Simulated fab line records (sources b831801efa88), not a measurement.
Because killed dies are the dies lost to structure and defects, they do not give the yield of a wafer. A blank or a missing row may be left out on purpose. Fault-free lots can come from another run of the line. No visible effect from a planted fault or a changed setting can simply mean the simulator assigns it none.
Chamber matching    flow sky130    SKY_SONOS_ONO_ETCH_15 on rieDiel-03 has 4 sister chambers
The step etches the open film in CHF3/O2, target depth 19.52 nm, time 7.8 s. 4 wafers are shown with their chamber, then 11 later ones without.

## WAFERS, EACH WITH ITS CHAMBER
wafer   chamber  throttleValvePct (%)
L212.2  1        8.824
L221.4  3        8.819
L221.6  0        8.835
L223.1  2        8.838

## WAFERS WITHOUT THEIR CHAMBER
wafer   throttleValvePct (%)
L223.3  8.832
L223.5  8.826
L227.1  8.841
L227.3  8.823
L227.5  8.823
L229.1  8.823
L229.5  8.818
L229.6  8.828
L232.2  8.834
L232.3  8.816
L232.6  8.836

## WHICH CHAMBER EACH WENT THROUGH
wafer    from the rows above       in truth
L223.3   can't be placed: 0 or 2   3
L223.5   1                         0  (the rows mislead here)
L227.1   can't be placed: 2 or 0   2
L227.3   can't be placed: 1 or 3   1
L227.5   can't be placed: 1 or 3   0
L229.1   can't be placed: 1 or 3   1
L229.5   3                         3
L229.6   can't be placed: 1 or 0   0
L232.2   can't be placed: 0 or 2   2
L232.3   3                         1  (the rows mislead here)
L232.6   can't be placed: 0 or 2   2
Correct placement for 1 of the 11. These rows do not allow placing 8 (true chamber among the candidates in 6). 2 placed wrongly.
How it was worked out, from the rows above alone: a wafer's distance from a chamber is the root of the sum, over the readings, of the square of ((its reading less the chamber's mean) divided by the reading's scatter). If the next closest chamber is less than 2 further off than the closest, the wafer can't be placed; otherwise it belongs to the closest. Each chamber's mean is taken over the wafers shown for it. The scatter: with one shown wafer a chamber, the root of the mean of the squares of how far each hidden wafer lies from its nearest shown one.
